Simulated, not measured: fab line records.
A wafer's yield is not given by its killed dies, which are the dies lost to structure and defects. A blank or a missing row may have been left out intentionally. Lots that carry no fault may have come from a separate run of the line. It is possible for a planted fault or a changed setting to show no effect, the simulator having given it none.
fab line records ; flow sky130
record lots=11; wafers=32; last-day=49
route steps=708 shown LI_CONTACT@381 CONTACT@406 PAD_OPEN@708
lots that met no fault: from a run of the same line without faults
start-h: the number of hours between the record's first day and the start of the first shown wafer of the lot ; wait-h: hours since the lot's step before ; " identical to the entry in the row above ; L1.1+2: one row covering several wafers at once ; - value missing, or start not given ; * or withheld: withheld ; < > ~ a bound
route shown NAME@n: NAME is a module with steps in the file, n the number in the route of the first one ; usual: mean and standard deviation over wafers with no fault ; same: alike in all rows ; chamber/n: place in a boat ; sites: readings site by site ; _std_site: how widely they spread, as a standard deviation ; _edge_site: outer sites' mean less inner sites' ; radius-mm: for every site, how far away it sits from the centre of the wafer ; mask NAME#n: copy n ; behind: the last tool/chamber to shape the wafer ; hold: reason for holding the lot/hours on hold/outcome of the hold ; device: transistor that didn't switch, given as n, p or np ; end of line: the route-end tests of the same wafers ; a step given without rows: its recipe and nothing more ; killed: not the wafer's yield, but the dies lost to structure and defects at the first sort ; map: per-die view of a wafer (x killed, . not killed, _ where there is no die)
set.NAME: the setting the step ran with; set.NAME@STEP: the setting that earlier step ran with ; model.NAME: the simulator's own value behind a step, which no gauge read
one table for each step of the route and one row for each wafer, over a sample of lots
services: from which hour (start-h, from the record's first day; less than 0 if before it) a tool's chamber was out of use, for how many hours, and why
## steps
# step SKY_LI_CONTACT_SPUTTER_19
# recipe material=Ti; target-thk-nm=20; chamber-pressure-pa=5; power-w=2500; substrate-temp-c=200; time-s=106.37
# usual throttle-valve-pct=29.8/1.1
# same time-s=106.37
lot.wafer;tool;chamber;start-h;wait-h;throttle-valve-pct
L932.2;pvd-sputter-02;-;708.78;0.0;29.9
L932.4;pvd-sputter-02;-;708.78;0.0;29.3
L932.5;pvd-sputter-02;-;708.78;0.0;28.9
L935.3;pvd-sputter-03;-;721.56;0.0;30.4
L935.5;pvd-sputter-03;-;721.56;0.0;29.8
L935.6;pvd-sputter-03;-;721.56;0.0;30.4
L938.1;pvd-sputter-02;-;744.74;0.0;30.2
L938.3;pvd-sputter-02;-;744.74;0.0;30.0
L938.5;pvd-sputter-02;-;744.74;0.0;29.6
L939.1;pvd-sputter-02;-;755.71;0.0;29.4
L939.5;pvd-sputter-02;-;755.71;0.0;29.8
L942.2;pvd-sputter-03;-;766.72;0.0;29.4
L942.5;pvd-sputter-03;-;766.72;0.0;30.0
L942.6;pvd-sputter-03;-;766.72;0.0;27.1
L943.4;pvd-sputter-02;-;783.78;0.0;29.4
L943.5;pvd-sputter-02;-;783.78;0.0;29.4
L943.6;pvd-sputter-02;-;783.78;0.0;30.0
L944.1;pvd-sputter-03;-;796.18;0.0;30.1
L944.2;pvd-sputter-03;-;796.18;0.0;32.1
L944.6;pvd-sputter-03;-;796.18;0.0;29.8
L945.2;pvd-sputter-01;-;802.28;0.0;30.7
L945.4;pvd-sputter-01;-;802.28;0.0;30.8
L945.5;pvd-sputter-01;-;802.28;0.0;29.0
L946.3;pvd-sputter-01;-;806.44;0.0;29.9
L946.4;pvd-sputter-01;-;806.44;0.0;30.7
L946.5;pvd-sputter-01;-;806.44;0.0;30.8
L947.1;pvd-sputter-02;-;807.66;0.0;29.4
L947.4;pvd-sputter-02;-;807.66;0.0;29.7
L947.6;pvd-sputter-02;-;807.66;0.0;29.9
L948.3;pvd-sputter-01;-;818.18;0.0;30.8
L948.5;pvd-sputter-01;-;818.18;0.0;30.0
L948.6;pvd-sputter-01;-;818.18;0.0;30.4
# step SKY_CONTACT_CVD_00
# recipe material=Si3N4; target-thk-nm=75; temp-c=400; time-s=withheld; rf-w=450
# usual heater-power-w=718/76; susceptor-temp-C=400.03/0.24
lot.wafer;tool;chamber;start-h;wait-h;heater-power-w;susceptor-temp-C
L932.2;pecvd-03;1;738.55;0.0;582;400.10
L932.4;pecvd-03;0;738.55;0.0;798;399.87
L932.5;pecvd-03;2;738.55;0.0;777;399.90
L935.3;pecvd-03;1;751.04;0.0;600;399.82
L935.5;pecvd-03;2;751.04;0.0;791;400.05
L935.6;pecvd-03;1;751.04;0.0;604;400.14
L938.1;pecvd-01;1;776.14;0.0;837;400.33
L938.3;pecvd-01;2;776.14;0.0;664;400.12
L938.5;pecvd-01;1;776.14;0.0;833;400.32
L939.1;pecvd-04;0;784.52;0.0;698;399.60
L939.5;pecvd-04;1;784.52;0.0;666;399.90
L942.2;pecvd-03;0;794.95;0.0;750;399.89
L942.5;pecvd-03;0;794.95;0.0;770;400.02
L942.6;pecvd-03;2;794.95;0.0;870;399.87
L943.4;pecvd-03;1;812.71;0.0;652;400.15
L943.5;pecvd-03;2;812.71;0.0;849;399.77
L943.6;pecvd-03;0;812.71;0.0;745;400.24
L944.1;pecvd-03;1;824.30;0.0;546;399.82
L944.2;pecvd-03;2;824.30;0.0;799;400.06
L944.6;pecvd-03;1;824.30;0.0;546;399.77
L945.2;pecvd-03;0;830.30;0.0;694;-
L945.4;pecvd-03;1;830.30;0.0;538;400.50
L945.5;pecvd-03;2;830.30;0.0;773;399.71
L946.3;pecvd-03;0;834.48;0.0;719;-
L946.4;pecvd-03;2;834.48;0.0;773;400.27
L946.5;pecvd-03;0;834.48;0.0;710;-
L947.1;pecvd-01;0;836.29;0.0;597;400.05
L947.4;pecvd-01;0;836.29;0.0;614;399.57
L947.6;pecvd-01;2;836.29;0.0;783;400.13
L948.3;pecvd-04;2;846.81;0.0;764;400.42
L948.5;pecvd-04;2;846.81;0.0;772;400.15
L948.6;pecvd-04;0;846.81;0.0;751;400.15
# step SKY_CONTACT_THK_MEAS_01
# recipe reads=Si3N4_of_CONTACT_CVD_00
# usual CONTACT_CVD_00_THK=75.3/1
lot.wafer;tool;chamber;start-h;wait-h;hold;CONTACT_CVD_00_THK[nm]
L932.2;film-metro-02;-;738.60;-;-;75.9
L932.4;film-metro-02;-;738.60;-;-;76.0
L932.5;film-metro-02;-;738.60;-;-;75.9
L935.3;film-metro-04;-;751.09;-;-;76.9
L935.5;film-metro-04;-;751.09;-;-;76.0
L935.6;film-metro-04;-;751.09;-;-;77.1
L938.1;film-metro-04;-;776.18;-;-;74.4
L938.3;film-metro-04;-;776.18;-;-;73.3
L938.5;film-metro-04;-;776.18;-;-;75.3
L939.1;film-metro-02;-;784.57;-;-;75.1
L939.5;film-metro-02;-;784.57;-;-;76.4
L942.2;film-metro-04;-;795.01;-;-;73.0
L942.5;film-metro-04;-;795.01;-;-;75.0
L942.6;film-metro-04;-;795.01;-;-;76.0
L943.4;film-metro-04;-;812.76;-;-;76.3
L943.5;film-metro-04;-;812.76;-;-;77.9
L943.6;film-metro-04;-;812.76;-;-;76.3
L944.1;film-metro-02;-;824.33;-;-;75.3
L944.2;film-metro-02;-;824.33;-;-;76.0
L944.6;film-metro-02;-;824.33;-;-;77.1
L945.2;film-metro-04;-;830.34;-;await-dispo/0.2h/release;60.1
L945.4;film-metro-04;-;830.34;-;await-dispo/0.2h/release;76.0
L945.5;film-metro-04;-;830.34;-;await-dispo/0.2h/release;76.6
L945.2;film-metro-04;-;830.57;0.2;-;60.2
L945.4;film-metro-04;-;830.57;0.2;-;76.0
L945.5;film-metro-04;-;830.57;0.2;-;76.6
L946.3;film-metro-04;-;834.53;-;await-dispo/0.2h/release;60.6
L946.4;film-metro-04;-;834.53;-;await-dispo/0.2h/release;76.6
L946.5;film-metro-04;-;834.53;-;await-dispo/0.2h/release;62.1
L946.3;film-metro-04;-;834.76;0.2;-;60.6
L946.4;film-metro-04;-;834.76;0.2;-;76.5
L946.5;film-metro-04;-;834.76;0.2;-;62.0
L947.1;film-metro-01;-;836.33;-;-;73.9
L947.4;film-metro-01;-;836.33;-;-;74.9
L947.6;film-metro-01;-;836.33;-;-;76.5
L948.3;film-metro-02;-;846.86;-;-;74.8
L948.5;film-metro-02;-;846.86;-;-;74.4
L948.6;film-metro-02;-;846.86;-;-;74.7
# step SKY_CONTACT_THK_MEAS_03
# recipe reads=SiO2_of_CONTACT_HDPCVD_02
# usual CONTACT_HDPCVD_THK=564/6.6
lot.wafer;tool;chamber;start-h;wait-h;CONTACT_HDPCVD_THK[nm]
L932.2;film-metro-04;-;738.73;0.0;567
L932.4;film-metro-04;-;738.73;0.0;566
L932.5;film-metro-04;-;738.73;0.0;562
L935.3;film-metro-04;-;751.22;0.1;576
L935.5;film-metro-04;-;751.22;0.1;573
L935.6;film-metro-04;-;751.22;0.1;575
L938.1;film-metro-04;-;776.30;0.0;554
L938.3;film-metro-04;-;776.30;0.0;561
L938.5;film-metro-04;-;776.30;0.0;561
L939.1;film-metro-04;-;784.70;0.0;568
L939.5;film-metro-04;-;784.70;0.0;559
L942.2;film-metro-02;-;795.14;0.0;555
L942.5;film-metro-02;-;795.14;0.0;554
L942.6;film-metro-02;-;795.14;0.0;556
L943.4;film-metro-02;-;812.88;0.0;558
L943.5;film-metro-02;-;812.88;0.0;566
L943.6;film-metro-02;-;812.88;0.0;553
L944.1;film-metro-01;-;824.46;0.0;569
L944.2;film-metro-01;-;824.46;0.0;571
L944.6;film-metro-01;-;824.46;0.0;564
L945.2;film-metro-01;-;832.64;0.0;571
L945.4;film-metro-01;-;832.64;0.0;560
L945.5;film-metro-01;-;832.64;0.0;567
L947.1;film-metro-04;-;836.45;0.0;566
L947.4;film-metro-04;-;836.45;0.0;567
L947.6;film-metro-04;-;836.45;0.0;565
L946.3;film-metro-02;-;840.76;0.1;553
L946.4;film-metro-02;-;840.76;0.1;561
L946.5;film-metro-02;-;840.76;0.1;561
L948.3;film-metro-04;-;846.99;0.1;557
L948.5;film-metro-04;-;846.99;0.1;564
L948.6;film-metro-04;-;846.99;0.1;563
# step SKY_CONTACT_BOW_MEAS_05
# recipe mode=bow
# usual CONTACT_BOW=82/7.5
lot.wafer;tool;chamber;start-h;wait-h;CONTACT_BOW[um]
L932.2;film-metro-02;-;739.10;0.3;84
L932.4;film-metro-02;-;739.10;0.3;76
L932.5;film-metro-02;-;739.10;0.3;80
L935.3;film-metro-04;-;751.60;0.2;82
L935.5;film-metro-04;-;751.60;0.2;88
L935.6;film-metro-04;-;751.60;0.2;83
L938.1;film-metro-01;-;776.66;0.1;81
L938.3;film-metro-01;-;776.66;0.1;76
L938.5;film-metro-01;-;776.66;0.1;78
L939.1;film-metro-04;-;785.06;0.2;88
L939.5;film-metro-04;-;785.06;0.2;80
L942.2;film-metro-04;-;795.51;0.3;72
L942.5;film-metro-04;-;795.51;0.3;76
L942.6;film-metro-04;-;795.51;0.3;74
L943.4;film-metro-04;-;813.27;0.3;78
L943.5;film-metro-04;-;813.27;0.3;81
L943.6;film-metro-04;-;813.27;0.3;85
L944.1;film-metro-02;-;824.82;0.1;88
L944.2;film-metro-02;-;824.82;0.1;78
L944.6;film-metro-02;-;824.82;0.1;82
L945.2;film-metro-04;-;833.11;0.2;84
L945.4;film-metro-04;-;833.11;0.2;76
L945.5;film-metro-04;-;833.11;0.2;95
L947.1;film-metro-01;-;836.81;0.2;74
L947.4;film-metro-01;-;836.81;0.2;77
L947.6;film-metro-01;-;836.81;0.2;70
L946.3;film-metro-01;-;841.14;0.3;81
L946.4;film-metro-01;-;841.14;0.3;78
L946.5;film-metro-01;-;841.14;0.3;83
L948.3;film-metro-02;-;847.37;0.3;73
L948.5;film-metro-02;-;847.37;0.3;85
L948.6;film-metro-02;-;847.37;0.3;86
# step SKY_CONTACT_ETCH_18
# recipe target=Si3N4; chemistry=CHF3/O2; stop-on=TiN; source-w=600; bias-w=200; pressure-mtorr=40; chf3-flow-sccm=50; O2_flow_sccm=5; time-s=39; target-depth-a=750
# usual chf3-flow-sccm=49.96/0.15; drypump-motor-current-A=5.6/0.49; oes-product-au=0.857/0.0079; throttle-valve-pct=8.793/0.0095
# same time-s=39
lot.wafer;tool;chamber;start-h;wait-h;chf3-flow-sccm;drypump-motor-current-A;oes-product-au;rf-hours-counter-h;throttle-valve-pct
L932.2;rie-diel-02;1;-;-;50.26;5.5;0.862;18;8.787
L932.4;rie-diel-02;0;-;-;50.00;5.5;0.866;5;8.809
L932.5;rie-diel-02;3;-;-;49.85;5.4;0.860;-;8.797
L935.3;rie-diel-03;2;-;-;49.88;5.2;0.872;37;8.783
L935.5;rie-diel-03;2;-;-;49.90;5.2;0.850;-;8.793
L935.6;rie-diel-03;1;-;-;49.99;6.0;0.864;-;8.787
L938.1;rie-diel-02;0;-;-;50.22;5.5;0.856;6;8.793
L938.3;rie-diel-02;2;-;-;49.91;4.8;0.849;12;8.790
L938.5;rie-diel-02;1;-;-;49.92;5.5;0.856;-;8.791
L939.1;rie-diel-03;1;-;-;49.91;6.0;0.853;13;8.801
L939.5;rie-diel-03;1;-;-;50.04;6.0;0.872;-;8.795
L942.2;rie-diel-03;0;-;-;50.09;5.0;0.846;8;8.813
L942.5;rie-diel-03;1;-;-;49.80;6.0;0.852;-;8.794
L942.6;rie-diel-03;0;-;-;49.94;5.0;0.859;-;8.802
L943.4;rie-diel-02;0;-;-;49.96;5.5;0.866;6;8.792
L943.5;rie-diel-02;0;-;-;49.87;5.5;0.869;-;8.797
L943.6;rie-diel-02;3;-;-;49.95;5.4;0.868;-;8.791
L944.1;rie-diel-03;2;-;-;49.60;5.2;0.846;0;8.808
L944.2;rie-diel-03;0;-;-;50.19;5.0;0.864;9;8.791
L944.6;rie-diel-03;1;-;-;49.83;6.0;0.873;-;8.796
L945.2;rie-diel-03;1;-;-;50.06;6.0;0.766;15;8.788
L945.4;rie-diel-03;3;-;-;49.90;6.1;0.865;8;8.792
L945.5;rie-diel-03;3;-;-;49.88;6.1;0.864;-;8.784
L946.3;rie-diel-03;3;-;-;50.13;6.1;0.765;8;8.767
L946.4;rie-diel-03;1;-;-;49.98;6.0;0.859;15;8.801
L946.5;rie-diel-03;1;-;-;49.77;6.0;0.772;-;8.764
L947.1;rie-diel-02;3;-;-;50.26;5.4;0.845;18;8.804
L947.4;rie-diel-02;2;-;-;49.75;4.8;0.852;14;8.777
L947.6;rie-diel-02;2;-;-;49.94;4.8;0.871;-;8.793
L948.3;rie-diel-04;1;-;-;49.89;5.7;0.854;17;8.782
L948.5;rie-diel-04;2;-;-;49.77;6.5;0.850;-;8.802
L948.6;rie-diel-04;3;-;-;49.92;6.0;0.854;-;8.792
# step SKY_PAD_OPEN_PROBE_99
# usual killed_at_M0_to_M3=44/6.3; killed_at_M4_up=3.1/1.8; killed-at-contacts=25/5.1; killed-at-front-end=15/4.1; killed-at-other=0.3/0.71; killed-dies=87/8.8; killed-open=47/6.8; killed-short=40/6.7
# same gross-dies=492; killed-at-back-side=0
lot.wafer;tool;chamber;start-h;wait-h;killed_at_M0_to_M3;killed_at_M4_up;killed-at-contacts;killed-at-front-end;killed-at-other;killed-dies;killed-open;killed-short
L942.2;prober-01;-;1143.64;0.1;41;2;16;14;0;73;32;41
L942.5;prober-01;-;1143.79;0.2;41;5;20;20;0;86;51;35
L942.6;prober-01;-;1143.84;0.2;50;1;28;16;0;95;44;51
# killed by level:class
L942.2 VIA1:geometric-particle:open=10 VIA1:geometric-particle:short=7 CONTACT:geometric-particle:open=6 FIELD_ISO:geometric-particle:short=5 METAL1:geometric-particle:short=5 VIA2:geometric-particle:open=5 FIELD_ISO:geometric-particle:open=4 LI_CONTACT:geometric-particle:short=4
L942.5 VIA1:geometric-particle:open=15 CONTACT:geometric-particle:open=9 METAL1:geometric-particle:short=7 LI_CONTACT:geometric-particle:open=6 FIELD_ISO:geometric-particle:open=5 VIA1:geometric-particle:short=5 CONTACT:geometric-particle:short=4 VIA3:geometric-particle:open=4
L942.6 METAL2:geometric-particle:short=10 FIELD_ISO:geometric-particle:short=8 CONTACT:geometric-particle:open=8 LI_CONTACT:geometric-particle:open=7 METAL1:geometric-particle:short=7 VIA1:geometric-particle:open=6 VIA3:geometric-particle:open=6 FIELD_ISO:geometric-particle:open=5
## services
tool;chamber;start-h;hours;kind
rie-diel-04;0;701.29;4.8;repair
rie-diel-03;0;706.05;3.6;repair
rie-diel-03;0;732.20;8.2;repair
rie-diel-02;2;736.56;2.1;repair
pecvd-03;0;741.56;10.2;scheduled-down
pecvd-04;-;745.05;0.7;repair
pvd-sputter-03;-;752.70;2.8;repair
pecvd-03;-;763.15;0.3;repair
pecvd-01;-;787.94;14.6;pm
pecvd-03;1;793.36;2.1;scheduled-down
pecvd-04;0;804.92;10.5;repair
rie-diel-03;2;805.15;6.9;repair
pecvd-01;0;808.34;5.5;repair
pecvd-01;2;809.15;4.6;repair
rie-diel-02;0;810.84;10.1;repair
rie-diel-03;2;812.06;-;clean
rie-diel-03;2;812.06;31.5;scheduled-down
pecvd-04;-;813.76;14.6;pm
pecvd-01;-;820.02;3.2;repair
pvd-sputter-02;-;820.10;6.1;repair
pecvd-03;2;821.37;2.1;scheduled-down
rie-diel-04;1;835.57;3.0;repair
rie-diel-04;3;849.04;4.0;repair
pvd-sputter-02;-;872.50;2.2;repair
## key
first-sign step=SKY_CONTACT_THK_MEAS_01; reading=visit; direction=added
effect step=SKY_CONTACT_THK_MEAS_01; reading=CONTACT_CVD_00_THK; direction=down; sigmas=14; usual=75.3; struck=60.9
effect step=SKY_CONTACT_ETCH_18; reading=oes-product-au; direction=down; sigmas=11; usual=0.857; struck=0.768
met-at SKY_CONTACT_CVD_00
struck-lots L945,L946
struck-wafers L945.2,L946.3,L946.5
tester-left-out L945,L946
not-acting-at SKY_LI_CONTACT_SPUTTER_19,SKY_CONTACT_THK_MEAS_03,SKY_CONTACT_BOW_MEAS_05
onset-between 812.71 830.30
fault kind=process-parameter-drift; tool=pecvd-03; chamber=0; onset-h=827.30; steps=SKY_CONTACT_CVD_00; channel=time-s; offset=withheld; shape=step; end-h=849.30; acts-in=*
# tester-left-out: of these lots the tester's yield and bins aren't shown, on N5 and GAA mostly nor the transistor test; their killed dies are dies lost to structure and defects alone, not to doping, threshold or leakage, so they don't give the yield
